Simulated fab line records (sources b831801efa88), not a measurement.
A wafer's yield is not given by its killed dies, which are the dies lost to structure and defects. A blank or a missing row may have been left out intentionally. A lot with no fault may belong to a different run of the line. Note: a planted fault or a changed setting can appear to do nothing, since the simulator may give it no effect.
fab line records -- flow sky130
[record] lots = 10, wafers = 30, last-day = 50
route steps=708 shown METAL5@665 PASSIVATION@692 PAD_OPEN@702
lots with no fault: from the same line, run without faults
start-h: hours from the record's opening day to when the first of the lot's shown wafers began -- wait-h: hours elapsed since this lot's preceding step -- " identical to the entry in the row above -- L1.1+2: a single row standing in for several wafers -- - either no value or no given start -- * or withheld: withheld -- < > ~ a bound
route shown NAME@n: NAME is a module with steps in the file, n the number in the route of the first one -- usual: mean and standard deviation over wafers with no fault -- same: alike in all rows -- chamber/n: place in a boat -- sites: the reading at each site -- _std_site: their standard deviation -- _edge_site: inner sites' mean taken away from outer sites' mean -- radius-mm: for every site, how far away it sits from the centre of the wafer -- mask NAME#n: copy n -- behind: the tool/chamber that last shaped the wafer -- hold: why the lot went on hold/how many hours it stayed there/how the hold came to an end -- device: the transistor (n, p or np) that didn't switch -- end of line: the tests these same wafers got at the end of their route -- where a step has no rows: the recipe by itself -- killed: the dies lost at the first sort to structure and to defects; this is not the yield of the wafer -- map: per-die view of a wafer (x killed, . not killed, _ where there is no die)
set.NAME: the setting that was run; set.NAME@STEP: the one run at that earlier step -- model.NAME: the simulator's own value behind a step, which no gauge read
a sample of lots followed through the steps of the route, with each step as a table and each wafer as a row
services: from which hour (start-h, from the record's first day; less than 0 if before it) a tool's chamber was out of use, for how many hours, and why
[[steps]]
[step SKY_METAL5_SPUTTER_04]
[recipe] material = TiN, target-thk-nm = 70, power-w = 6500, time-s = 58.3, chamber-pressure-pa = 0.4
[usual] chamber-pressure-pa = 0.4000/0.00075, throttle-valve-pct = 30.0/1.1
lot.wafer,tool,chamber,start-h,wait-h,chamber-pressure-pa,throttle-valve-pct
L142.1,pvd-sputter-01,-,1028.98,0.0,0.4020,30.1
L142.2,pvd-sputter-01,-,1028.98,0.0,0.3977,31.0
L142.4,pvd-sputter-01,-,1028.98,0.0,0.3990,31.0
L144.1,pvd-sputter-03,-,1038.99,0.0,0.3997,29.8
L144.2,pvd-sputter-03,-,1038.99,0.0,0.4000,29.5
L144.4,pvd-sputter-03,-,1038.99,0.0,0.4000,28.4
L146.1,pvd-sputter-02,-,1049.10,0.0,0.4002,29.2
L146.3,pvd-sputter-02,-,1049.10,0.0,0.4004,31.1
L146.4,pvd-sputter-02,-,1049.10,0.0,0.4003,29.4
L147.2,pvd-sputter-01,-,1059.13,0.0,0.3996,30.8
L147.5,pvd-sputter-01,-,1059.13,0.0,0.3990,32.3
L147.6,pvd-sputter-01,-,1059.13,0.0,0.4008,30.8
L151.1,pvd-sputter-02,-,1083.51,0.0,0.3999,31.3
L151.3,pvd-sputter-02,-,1083.51,0.0,0.4000,29.3
L151.6,pvd-sputter-02,-,1083.51,0.0,0.4007,29.1
L155.2,pvd-sputter-01,-,1109.81,0.0,0.4000,29.8
L155.3,pvd-sputter-01,-,1109.81,0.0,0.4008,29.3
L155.4,pvd-sputter-01,-,1109.81,0.0,0.4005,32.2
L156.3,pvd-sputter-01,-,1112.15,0.0,0.3989,29.3
L156.5,pvd-sputter-01,-,1112.15,0.0,0.3990,32.2
L156.6,pvd-sputter-01,-,1112.15,0.0,0.3997,31.2
L158.1,pvd-sputter-01,-,1124.68,0.0,0.3989,29.4
L158.2,pvd-sputter-01,-,1124.68,0.0,0.3997,29.9
L158.4,pvd-sputter-01,-,1124.68,0.0,0.3980,32.1
L161.1,pvd-sputter-01,-,1135.77,0.0,0.4000,30.6
L161.2,pvd-sputter-01,-,1135.77,0.0,0.4006,29.1
L161.3,pvd-sputter-01,-,1135.77,0.0,0.3997,29.9
L162.3,pvd-sputter-03,-,1138.77,0.0,0.4000,29.4
L162.4,pvd-sputter-03,-,1138.77,0.0,0.3998,28.4
L162.5,pvd-sputter-03,-,1138.77,0.0,0.4013,29.5
[step SKY_PASSIVATION_ETCH_11]
[recipe] chemistry = CF4/O2, target-depth-nm = 725, stop-on = AlCu, source-w = 800, bias-w = 150, pressure-mtorr = 150, cf4-flow-sccm = 80, O2_flow_sccm = 10, time-s = 161.1
[usual] drypump-motor-current-A = 5.82/0.23, oes-product-au = 0.976/0.0078, throttle-valve-pct = 5.963/0.0086
lot.wafer,tool,chamber,start-h,wait-h,drypump-motor-current-A,oes-product-au,rf-hours-counter-h,throttle-valve-pct
L142.1,rie-diel-03,3,1073.67,-,5.86,0.955,21,5.969
L142.2,rie-diel-03,0,1073.67,-,5.63,0.974,11,5.958
L142.4,rie-diel-03,3,1073.67,-,5.87,0.983,-,5.984
L144.1,rie-diel-04,0,1083.37,-,5.87,0.978,27,5.963
L144.2,rie-diel-04,1,1083.37,-,5.60,0.968,17,5.964
L144.4,rie-diel-04,2,1083.37,-,6.04,0.978,-,5.978
L146.1,rie-diel-03,3,1092.97,-,5.87,0.968,22,5.976
L146.3,rie-diel-03,0,1092.97,-,5.63,0.974,11,5.960
L146.4,rie-diel-03,1,1092.97,-,6.04,0.975,21,5.969
L147.2,rie-diel-01,2,1102.82,-,5.61,0.961,13,5.955
L147.5,rie-diel-01,1,1102.82,-,5.47,0.972,-,5.970
L147.6,rie-diel-01,2,1102.82,-,5.63,0.978,-,5.962
L151.1,rie-diel-03,3,1124.96,-,5.85,0.993,23,5.979
L151.3,rie-diel-03,0,1124.96,-,5.66,0.973,12,5.957
L151.6,rie-diel-03,0,1124.96,-,5.64,0.974,-,5.965
L155.2,rie-diel-03,3,1149.47,-,5.86,0.988,24,5.960
L155.3,rie-diel-03,2,1149.47,-,5.49,0.981,17,5.958
L155.4,rie-diel-03,0,1149.47,-,5.62,0.974,14,5.970
L156.3,rie-diel-03,3,1151.57,-,5.85,0.972,24,5.970
L156.5,rie-diel-03,3,1151.57,-,5.86,0.967,-,5.964
L156.6,rie-diel-03,2,1151.57,-,5.47,0.987,-,5.966
L158.1,rie-diel-04,3,1162.61,-,6.20,0.983,30,5.961
L158.2,rie-diel-04,2,1162.61,-,6.04,0.971,4,5.952
L158.4,rie-diel-04,0,1162.61,-,5.85,0.983,31,5.967
L161.1,rie-diel-04,1,1172.27,-,5.63,0.972,21,5.968
L161.2,rie-diel-04,3,1172.27,-,6.22,0.980,30,5.970
L161.3,rie-diel-04,2,1172.27,-,6.03,0.972,5,5.964
L162.3,rie-diel-04,2,1175.17,-,6.05,0.969,5,5.966
L162.4,rie-diel-04,3,1175.17,-,6.19,0.976,-,5.981
L162.5,rie-diel-04,2,1175.17,-,6.03,0.983,-,5.968
[step SKY_PAD_OPEN_STRIP_08]
[recipe] chemistry = O2/N2, power-w = 1400, pressure-mtorr = 1500, platen-temp-c = withheld, overash-fraction = 0.7, o2-flow-sccm = 3000, n2-flow-sccm = 300
[usual] drypump-motor-current-A = 5.5/0.34, n2-flow-sccm = 299.8/1.1, oes-product-au = 0.663/0.0042, strip-time-to-endpoint-s = 37.11/0.1
lot.wafer,tool,chamber,start-h,wait-h,drypump-motor-current-A,n2-flow-sccm,oes-product-au,rf-hours-counter-h,strip-time-to-endpoint-s
L142.1,plasma-asher-02,0,1095.11,0.1,5.4,300.3,0.669,32,37.27
L142.2,plasma-asher-02,1,1095.11,0.1,6.0,300.2,0.660,32,37.19
L142.4,plasma-asher-02,1,1095.11,0.1,6.0,299.6,0.657,-,37.21
L144.1,plasma-asher-02,1,1103.92,0.1,6.0,298.0,0.658,34,37.03
L144.2,plasma-asher-02,0,1103.92,0.1,5.4,300.7,0.669,34,37.07
L144.4,plasma-asher-02,0,1103.92,0.1,5.4,300.8,0.666,-,37.04
L146.1,plasma-asher-04,0,1113.72,0.1,5.0,299.1,0.661,4,37.08
L146.3,plasma-asher-04,1,1113.72,0.1,5.7,301.3,0.665,-,37.08
L146.4,plasma-asher-04,0,1113.72,0.1,5.0,299.7,0.667,-,37.05
L147.2,plasma-asher-04,0,1123.26,0.1,5.0,300.0,0.662,5,37.06
L147.5,plasma-asher-04,0,1123.26,0.1,5.0,301.2,0.659,-,37.08
L147.6,plasma-asher-04,1,1123.26,0.1,5.6,301.6,0.666,-,37.09
L151.1,plasma-asher-04,0,1144.22,0.1,5.0,300.4,0.665,7,37.10
L151.3,plasma-asher-04,0,1144.22,0.1,5.0,301.0,0.664,-,37.15
L151.6,plasma-asher-04,1,1144.22,0.1,5.6,299.2,0.658,-,37.12
L155.2,plasma-asher-02,0,1167.57,0.1,5.4,300.1,0.660,40,37.16
L155.3,plasma-asher-02,1,1167.57,0.1,6.0,300.2,0.655,-,37.22
L155.4,plasma-asher-02,0,1167.57,0.1,5.4,301.1,0.662,-,37.09
L156.3,plasma-asher-02,0,1169.11,0.1,5.4,300.0,0.659,-,36.93
L156.5,plasma-asher-02,1,1169.11,0.1,6.1,298.7,0.662,-,36.97
L156.6,plasma-asher-02,0,1169.11,0.1,5.4,300.3,0.657,-,36.99
L158.1,plasma-asher-03,0,1179.81,0.1,5.6,300.5,0.664,76,37.06
L158.2,plasma-asher-03,1,1179.81,0.1,5.2,299.6,0.654,76,37.03
L158.4,plasma-asher-03,0,1179.81,0.1,5.6,299.7,0.653,-,37.15
L161.1,plasma-asher-03,1,1189.47,0.1,5.2,298.1,0.661,77,37.12
L161.2,plasma-asher-03,0,1189.47,0.1,5.6,299.1,0.659,77,37.05
L161.3,plasma-asher-03,1,1189.47,0.1,5.2,298.5,0.664,-,37.06
L162.3,plasma-asher-03,1,1191.41,0.1,5.2,298.8,0.663,-,37.26
L162.4,plasma-asher-03,0,1191.41,0.1,5.6,299.1,0.657,-,37.22
L162.5,plasma-asher-03,1,1191.41,0.1,5.1,299.8,0.665,-,37.22
[step SKY_PAD_OPEN_ANNEAL_12]
[recipe] temp-c = 400, time-s = withheld, ambient = N2/H2, idle-temp-c = 300, ramp-up-c-per-min = 8, ramp-down-c-per-min = 4
[usual] ramp-down-c-per-min = 4.0000/0.00074, ramp-up-c-per-min = 8.0001/0.0014, zone-power-upper-pct = 4.52/0.081
lot.wafer,tool,chamber,start-h,wait-h,ramp-down-c-per-min,ramp-up-c-per-min,zone-power-upper-pct
L142.1,furnace-02,0,1095.70,0.0,4.0003,7.9992,4.46
L142.2,furnace-02,0,1095.70,0.0,3.9996,8.0000,4.46
L142.4,furnace-02,0,1095.70,0.0,4.0003,7.9984,4.50
L144.1,furnace-02,0,1104.53,0.0,3.9998,8.0008,4.46
L144.2,furnace-02,0,1104.53,0.0,4.0001,8.0007,4.44
L144.4,furnace-02,0,1104.53,0.0,3.9999,8.0003,4.37
L146.1,furnace-02,-,1114.31,0.0,-,-,-
L146.3,furnace-02,-,1114.31,0.0,-,-,-
L146.4,furnace-02,-,1114.31,0.0,-,-,-
L147.2,furnace-02,-,1124.00,0.0,-,-,-
L147.5,furnace-02,-,1124.00,0.0,-,-,-
L147.6,furnace-02,-,1124.00,0.0,-,-,-
L151.1,furnace-02,0,1144.87,0.0,3.9997,8.0000,4.48
L151.3,furnace-02,0,1144.87,0.0,4.0007,8.0002,4.50
L151.6,furnace-02,0,1144.87,0.0,3.9996,8.0007,4.51
L155.2,furnace-02,0,1168.21,0.0,4.0000,7.9991,4.57
L155.3,furnace-02,0,1168.21,0.0,3.9997,7.9983,4.46
L155.4,furnace-02,0,1168.21,0.0,3.9998,8.0006,4.43
L156.3,furnace-02,0,1170.03,0.0,3.9997,8.0001,4.50
L156.5,furnace-02,0,1170.03,0.0,3.9994,8.0003,4.42
L156.6,furnace-02,0,1170.03,0.0,4.0003,7.9980,4.51
L158.1,furnace-02,0,1180.40,0.0,4.0007,7.9986,4.42
L158.2,furnace-02,0,1180.40,0.0,4.0002,7.9984,4.47
L158.4,furnace-02,0,1180.40,0.0,4.0002,7.9984,4.44
L161.1,furnace-01,0,1190.07,0.0,4.0011,8.0008,4.65
L161.2,furnace-01,0,1190.07,0.0,4.0001,8.0006,4.61
L161.3,furnace-01,0,1190.07,0.0,3.9992,8.0011,4.60
L162.3,furnace-02,0,1191.97,0.0,4.0010,7.9994,4.53
L162.4,furnace-02,0,1191.97,0.0,4.0013,7.9986,4.49
L162.5,furnace-02,0,1191.97,0.0,3.9992,8.0015,4.46
[step SKY_PAD_OPEN_BOW_MEAS_13]
[recipe] mode = bow
[usual] PAD_OPEN_BOW = 48/9.1
lot.wafer,tool,chamber,start-h,wait-h,PAD_OPEN_BOW[um]
L142.1,film-metro-02,-,1097.20,-,43
L142.2,film-metro-02,-,1097.20,-,61
L142.4,film-metro-02,-,1097.20,-,65
L144.1,film-metro-02,-,1106.03,-,53
L144.2,film-metro-02,-,1106.03,-,60
L144.4,film-metro-02,-,1106.03,-,49
L146.1,film-metro-03,-,1115.81,-,122
L146.3,film-metro-03,-,1115.81,-,122
L146.4,film-metro-03,-,1115.81,-,105
L147.2,film-metro-02,-,1125.52,-,114
L147.5,film-metro-02,-,1125.52,-,107
L147.6,film-metro-02,-,1125.52,-,100
L151.1,film-metro-03,-,1146.37,-,53
L151.3,film-metro-03,-,1146.37,-,62
L151.6,film-metro-03,-,1146.37,-,51
L155.2,film-metro-03,-,1169.73,-,55
L155.3,film-metro-03,-,1169.73,-,48
L155.4,film-metro-03,-,1169.73,-,33
L156.3,film-metro-03,-,1171.57,-,38
L156.5,film-metro-03,-,1171.57,-,41
L156.6,film-metro-03,-,1171.57,-,27
L158.1,film-metro-03,-,1181.90,-,56
L158.2,film-metro-03,-,1181.90,-,53
L158.4,film-metro-03,-,1181.90,-,61
L161.1,film-metro-03,-,1191.57,-,71
L161.2,film-metro-03,-,1191.57,-,65
L161.3,film-metro-03,-,1191.57,-,56
L162.3,film-metro-02,-,1193.51,-,47
L162.4,film-metro-02,-,1193.51,-,43
L162.5,film-metro-02,-,1193.51,-,55
[step SKY_PAD_OPEN_PROBE_99]
[usual] defect-limited-yield = 82.5/1.9, killed_at_M0_to_M3 = 42/7.2, killed_at_M4_up = 3.5/1.8, killed-at-contacts = 25/5.7, killed-at-front-end = 16/4.6, killed-at-other = 0.2/0.41, killed-dies = 86/9.3, killed-open = 47/6.3, killed-short = 39/5.9, sort_bin_3_pad_short = 0.9/0.44, sort_bin_5_function = 10.3/1.5, sort_bin_6_memory = 6.3/1, sort-n-pass = 406/9.3, sort-yield-pct = 82.5/1.9
[same] gross-dies = 492, killed-at-back-side = 0, sort_bin_4_leakage[%] = 0, sort_bin_8_speed[%] = 0
lot.wafer,tool,chamber,start-h,wait-h,defect-limited-yield[%],killed_at_M0_to_M3,killed_at_M4_up,killed-at-contacts,killed-at-front-end,killed-at-other,killed-dies,killed-open,killed-short,sort_bin_3_pad_short[%],sort_bin_5_function[%],sort_bin_6_memory[%],sort-n-pass,sort-yield-pct[%]
L142.1,prober-02,-,1097.32,0.1,80.7,42,3,32,18,0,95,51,44,1.2,10.6,7.5,397,80.7
L142.2,prober-02,-,1097.37,0.1,78.9,43,6,42,13,0,104,57,47,1.0,13.4,6.7,388,78.9
L142.4,prober-02,-,1097.47,0.2,82.3,41,3,27,16,0,87,49,38,1.0,11.8,4.9,405,82.3
L144.1,prober-01,-,1106.15,0.1,83.1,42,3,25,13,0,83,40,43,0,10.4,6.5,409,83.1
L144.2,prober-01,-,1106.20,0.1,80.7,47,6,21,21,0,95,45,50,0.6,12.0,6.7,397,80.7
L144.4,prober-01,-,1106.30,0.2,85.2,30,2,20,19,2,73,45,28,0.4,8.9,5.5,419,85.2
L146.1,prober-01,-,1115.93,0.1,83.5,45,1,19,16,0,81,40,41,0.2,10.8,5.5,411,83.5
L146.3,prober-01,-,1116.03,0.2,82.9,33,3,24,24,0,84,45,39,0.4,11.4,5.3,408,82.9
L146.4,prober-01,-,1116.08,0.2,81.7,41,0,31,18,0,90,47,43,1.0,9.6,7.7,402,81.7
L147.2,prober-02,-,1125.67,0.1,81.1,49,3,23,18,0,93,52,41,0.2,11.6,7.1,399,81.1
L147.5,prober-02,-,1125.82,0.2,82.7,44,2,29,10,0,85,49,36,0.6,9.8,6.9,407,82.7
L147.6,prober-02,-,1125.87,0.2,81.1,32,4,39,17,1,93,54,39,0.8,11.8,6.3,399,81.1
L151.1,prober-02,-,1146.49,0.1,82.1,42,3,33,10,0,88,49,39,0.4,11.2,6.3,404,82.1
L151.3,prober-02,-,1146.59,0.2,85.4,37,3,18,14,0,72,39,33,1.0,8.5,5.1,420,85.4
L151.6,prober-02,-,1146.74,0.2,82.9,35,4,25,20,0,84,45,39,0.4,10.4,6.3,408,82.9
L155.2,prober-02,-,1169.88,0.1,85.0,24,3,30,17,0,74,45,29,0.4,6.9,7.7,418,85.0
L155.3,prober-02,-,1169.93,0.2,79.1,46,3,35,19,0,103,56,47,0.8,13.4,6.7,389,79.1
L155.4,prober-02,-,1169.98,0.2,78.5,45,3,27,31,0,106,60,46,0.8,11.8,8.9,386,78.5
L156.3,prober-01,-,1171.75,0.2,80.3,46,6,21,24,0,97,57,40,1.2,11.8,6.7,395,80.3
L156.5,prober-01,-,1171.85,0.2,81.5,41,5,24,21,0,91,51,40,1.0,12.2,5.3,401,81.5
L156.6,prober-01,-,1171.90,0.2,79.9,52,5,27,15,0,99,58,41,0.4,13.2,6.5,393,79.9
L158.1,prober-01,-,1182.02,0.1,83.9,36,1,23,18,1,79,46,33,0.8,10.0,5.3,413,83.9
L158.2,prober-01,-,1182.07,0.1,81.9,29,2,41,16,1,89,47,42,0.6,10.2,7.3,403,81.9
L158.4,prober-01,-,1182.17,0.2,82.9,38,1,30,15,0,84,42,42,0.4,12.2,4.5,408,82.9
L161.1,prober-02,-,1191.69,0.1,81.5,44,8,22,17,0,91,55,36,0.4,11.8,6.3,401,81.5
L161.2,prober-02,-,1191.74,0.1,82.1,42,6,20,20,0,88,51,37,0.8,8.9,8.1,404,82.1
L161.3,prober-02,-,1191.79,0.2,82.9,49,0,18,17,0,84,46,38,1.4,10.4,5.3,408,82.9
L162.3,prober-01,-,1193.69,0.2,82.7,38,4,20,23,0,85,47,38,1.4,9.1,6.7,407,82.7
L162.4,prober-01,-,1193.74,0.2,84.6,38,5,26,7,0,76,45,31,0.6,7.9,6.9,416,84.6
L162.5,prober-01,-,1193.79,0.2,81.5,47,3,23,18,0,91,47,44,1.0,11.6,5.9,401,81.5
// killed by level:class
L142.1 CONTACT:geometric-particle:open=13 VIA1:geometric-particle:open=10 CONTACT:geometric-particle:short=9 METAL2:geometric-particle:short=8 FIELD_ISO:geometric-particle:open=7 LOCAL_INTERCONNECT:geometric-particle:short=6 VIA2:geometric-particle:open=6 VIA1:geometric-particle:short=5
L142.2 CONTACT:geometric-particle:open=24 METAL2:geometric-particle:short=9 VIA3:geometric-particle:open=7 LOCAL_INTERCONNECT:geometric-particle:short=7 METAL4:geometric-particle:short=6 POLY_GATE:geometric-particle:open=5 CONTACT:geometric-particle:short=5 METAL3:geometric-particle:short=5
L142.4 CONTACT:geometric-particle:open=10 VIA1:geometric-particle:open=10 VIA3:geometric-particle:open=7 CONTACT:geometric-particle:short=5 METAL2:geometric-particle:short=5 METAL3:geometric-particle:short=5 POLY_GATE:geometric-particle:open=4 LI_CONTACT:geometric-particle:open=4
L144.1 VIA2:geometric-particle:open=13 LOCAL_INTERCONNECT:geometric-particle:short=7 METAL1:geometric-particle:short=6 VIA2:geometric-particle:short=6 LI_CONTACT:geometric-particle:open=5 CONTACT:geometric-particle:open=5 VIA3:geometric-particle:open=5 LI_CONTACT:geometric-particle:short=4
L144.2 VIA1:geometric-particle:open=11 VIA2:geometric-particle:open=8 CONTACT:geometric-particle:open=7 POLY_GATE:geometric-particle:short=6 FIELD_ISO:geometric-particle:short=5 METAL1:geometric-particle:short=5 LOCAL_INTERCONNECT:geometric-particle:short=5 VIA3:geometric-particle:open=5
L144.4 VIA1:geometric-particle:open=10 CONTACT:geometric-particle:open=10 METAL1:geometric-particle:short=7 VIA3:geometric-particle:open=5 FIELD_ISO:geometric-particle:open=4 POLY_GATE:geometric-particle:open=4 LOCAL_INTERCONNECT:geometric-particle:short=4 CONTACT:geometric-particle:short=3
L146.1 VIA2:geometric-particle:open=8 VIA3:geometric-particle:open=7 FIELD_ISO:geometric-particle:short=6 VIA1:geometric-particle:open=6 CONTACT:geometric-particle:open=6 METAL2:geometric-particle:short=6 FIELD_ISO:geometric-particle:open=5 VIA1:geometric-particle:short=5
L146.3 VIA1:geometric-particle:open=9 CONTACT:geometric-particle:open=8 CONTACT:geometric-particle:short=7 FIELD_ISO:geometric-particle:short=7 FIELD_ISO:geometric-particle:open=6 LI_CONTACT:geometric-particle:open=5 VIA2:geometric-particle:open=5 METAL1:geometric-particle:short=5
L146.4 LI_CONTACT:geometric-particle:open=9 CONTACT:geometric-particle:short=8 CONTACT:geometric-particle:open=7 VIA2:geometric-particle:open=7 VIA1:geometric-particle:open=7 POLY_GATE:geometric-particle:open=6 METAL2:geometric-particle:short=6 VIA3:geometric-particle:open=6
L147.2 VIA2:geometric-particle:open=11 VIA1:geometric-particle:open=9 CONTACT:geometric-particle:open=8 METAL1:geometric-particle:short=7 LI_CONTACT:geometric-particle:open=6 FIELD_ISO:geometric-particle:open=5 VIA1:geometric-particle:short=5 LOCAL_INTERCONNECT:geometric-particle:short=4
L147.5 VIA1:geometric-particle:open=15 CONTACT:geometric-particle:open=12 LI_CONTACT:geometric-particle:open=7 METAL2:geometric-particle:short=6 METAL1:geometric-particle:short=5 VIA1:geometric-particle:short=5 VIA3:geometric-particle:open=4 VIA2:geometric-particle:open=4
L147.6 CONTACT:geometric-particle:open=14 LI_CONTACT:geometric-particle:open=10 VIA2:geometric-particle:open=7 CONTACT:geometric-particle:short=6 LOCAL_INTERCONNECT:geometric-particle:short=6 VIA3:geometric-particle:open=5 FIELD_ISO:geometric-particle:short=4 POLY_GATE:geometric-particle:open=4
L151.1 CONTACT:geometric-particle:open=16 VIA1:geometric-particle:open=10 METAL1:geometric-particle:short=8 VIA2:geometric-particle:open=7 LI_CONTACT:geometric-particle:open=6 CONTACT:geometric-particle:short=6 METAL2:geometric-particle:short=5 METAL1:geometric-particle:open=3
L151.3 CONTACT:geometric-particle:open=12 VIA1:geometric-particle:open=8 VIA1:geometric-particle:short=6 METAL2:geometric-particle:short=6 VIA3:geometric-particle:open=5 POLY_GATE:geometric-particle:short=4 METAL1:geometric-particle:short=4 FIELD_ISO:geometric-particle:short=3
L151.6 VIA1:geometric-particle:open=9 CONTACT:geometric-particle:open=9 CONTACT:geometric-particle:short=8 FIELD_ISO:geometric-particle:short=5 FIELD_ISO:geometric-particle:open=5 POLY_GATE:geometric-particle:short=5 METAL1:geometric-particle:short=5 LI_CONTACT:geometric-particle:open=4
L155.2 CONTACT:geometric-particle:open=12 LI_CONTACT:geometric-particle:open=8 VIA1:geometric-particle:open=7 LOCAL_INTERCONNECT:geometric-particle:short=5 VIA3:geometric-particle:open=5 POLY_GATE:geometric-particle:open=4 CONTACT:geometric-particle:short=4 FIELD_ISO:geometric-particle:short=3
L155.3 CONTACT:geometric-particle:open=19 VIA1:geometric-particle:open=12 POLY_GATE:geometric-particle:short=7 FIELD_ISO:geometric-particle:short=6 VIA2:geometric-particle:open=6 METAL2:geometric-particle:short=6 CONTACT:geometric-particle:short=6 VIA1:geometric-particle:short=5
L155.4 VIA3:geometric-particle:open=15 CONTACT:geometric-particle:open=10 FIELD_ISO:geometric-particle:short=9 POLY_GATE:geometric-particle:short=8 VIA1:geometric-particle:open=7 VIA2:geometric-particle:open=7 POLY_GATE:geometric-particle:open=6 FIELD_ISO:geometric-particle:open=5
L156.3 VIA1:geometric-particle:open=12 METAL1:geometric-particle:short=8 CONTACT:geometric-particle:open=7 VIA3:geometric-particle:open=7 FIELD_ISO:geometric-particle:open=6 VIA2:geometric-particle:open=6 POLY_GATE:geometric-particle:open=6 LI_CONTACT:geometric-particle:open=6
L156.5 CONTACT:geometric-particle:open=11 METAL1:geometric-particle:short=10 VIA3:geometric-particle:open=9 POLY_GATE:geometric-particle:short=8 LI_CONTACT:geometric-particle:open=7 VIA1:geometric-particle:open=7 FIELD_ISO:geometric-particle:open=4 VIA2:geometric-particle:open=4
L156.6 LI_CONTACT:geometric-particle:open=12 VIA1:geometric-particle:open=11 VIA2:geometric-particle:open=7 CONTACT:geometric-particle:open=7 METAL2:geometric-particle:short=6 VIA3:geometric-particle:open=5 METAL1:geometric-particle:open=5 METAL1:geometric-particle:short=5
L158.1 CONTACT:geometric-particle:open=10 VIA1:geometric-particle:open=8 VIA2:geometric-particle:open=8 VIA1:geometric-particle:short=7 LOCAL_INTERCONNECT:geometric-particle:short=5 METAL2:geometric-particle:short=5 FIELD_ISO:geometric-particle:short=4 POLY_GATE:geometric-particle:open=4
L158.2 LI_CONTACT:geometric-particle:open=12 LI_CONTACT:geometric-particle:short=8 CONTACT:geometric-particle:short=8 FIELD_ISO:geometric-particle:open=7 CONTACT:geometric-particle:open=6 VIA1:geometric-particle:open=6 VIA3:geometric-particle:open=6 LOCAL_INTERCONNECT:geometric-particle:short=5
L158.4 LI_CONTACT:geometric-particle:open=9 VIA1:geometric-particle:open=9 LOCAL_INTERCONNECT:geometric-particle:short=8 CONTACT:geometric-particle:open=8 VIA1:geometric-particle:short=7 VIA3:geometric-particle:open=6 METAL2:geometric-particle:short=5 FIELD_ISO:geometric-particle:short=4
L161.1 VIA1:geometric-particle:open=13 LI_CONTACT:geometric-particle:open=9 VIA1:geometric-particle:short=8 VIA3:geometric-particle:open=8 CONTACT:geometric-particle:open=7 FIELD_ISO:geometric-particle:open=4 METAL4:geometric-particle:short=4 FIELD_ISO:geometric-particle:short=3
L161.2 CONTACT:geometric-particle:open=10 VIA2:geometric-particle:open=10 VIA1:geometric-particle:open=8 FIELD_ISO:geometric-particle:short=6 VIA3:geometric-particle:open=5 METAL4:geometric-particle:short=5 LI_CONTACT:geometric-particle:open=4 FIELD_ISO:geometric-particle:open=3
L161.3 VIA1:geometric-particle:open=11 VIA3:geometric-particle:open=7 FIELD_ISO:geometric-particle:short=6 VIA2:geometric-particle:open=6 CONTACT:geometric-particle:open=5 METAL1:geometric-particle:short=5 VIA1:geometric-particle:short=5 SPACER:geometric-particle:open=4
L162.3 VIA1:geometric-particle:open=17 FIELD_ISO:geometric-particle:short=7 LI_CONTACT:geometric-particle:open=7 POLY_GATE:geometric-particle:short=5 FIELD_ISO:geometric-particle:open=4 CONTACT:geometric-particle:short=4 CONTACT:geometric-particle:open=4 VIA2:geometric-particle:open=4
L162.4 CONTACT:geometric-particle:open=10 VIA1:geometric-particle:open=10 VIA3:geometric-particle:open=8 LI_CONTACT:geometric-particle:open=6 LOCAL_INTERCONNECT:geometric-particle:short=5 METAL2:geometric-particle:short=4 VIA2:geometric-particle:short=4 VIA2:geometric-particle:open=4
L162.5 VIA1:geometric-particle:open=11 VIA2:geometric-particle:open=9 CONTACT:geometric-particle:open=7 CONTACT:geometric-particle:short=7 VIA1:geometric-particle:short=6 VIA3:geometric-particle:open=6 FIELD_ISO:geometric-particle:short=5 FIELD_ISO:geometric-particle:open=5
[[services]]
tool,chamber,start-h,hours,kind
plasma-asher-04,-,1015.52,3.1,repair
pvd-sputter-03,-,1016.37,3.0,repair
rie-diel-04,0,1021.34,11.6,repair
furnace-02,-,1026.18,6.0,pm
furnace-02,-,1050.40,2.7,pm
plasma-asher-04,-,1055.25,9.0,pm
pvd-sputter-02,-,1067.27,2.5,repair
rie-diel-03,2,1072.85,11.3,repair
plasma-asher-02,-,1075.04,14.6,pm
plasma-asher-03,-,1078.52,2.8,pm
rie-diel-04,3,1080.06,8.3,repair
plasma-asher-04,-,1091.35,8.5,repair
pvd-sputter-03,-,1107.75,6.8,repair
rie-diel-03,1,1120.60,5.6,repair
plasma-asher-04,-,1123.58,1.5,repair
pvd-sputter-03,-,1130.27,2.9,repair
plasma-asher-03,-,1132.69,0.4,repair
pvd-sputter-02,-,1138.40,3.4,repair
pvd-sputter-03,-,1141.30,1.4,repair
rie-diel-03,1,1157.13,6.7,repair
rie-diel-03,0,1163.72,3.4,repair
rie-diel-03,2,1170.31,4.8,repair
rie-diel-04,1,1185.01,1.3,repair
rie-diel-03,0,1186.52,12.6,repair
[[key]]
[first-sign] step = SKY_PAD_OPEN_ANNEAL_12, reading = tool-record, direction = missing
[effect] step = SKY_PAD_OPEN_BOW_MEAS_13, reading = PAD_OPEN_BOW, direction = up, sigmas = 7, usual = 48, struck = 112
met-at SKY_PAD_OPEN_ANNEAL_12
struck-lots L146,L147
not-acting-at SKY_METAL5_SPUTTER_04,SKY_PASSIVATION_ETCH_11,SKY_PAD_OPEN_STRIP_08
onset-between 1104.53 1114.31
[fault] kind = skipped-step-whole, tool = furnace-02, chamber = -, onset-h = 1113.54, steps = SKY_PAD_OPEN_ANNEAL_12, scope = struck-lots-only
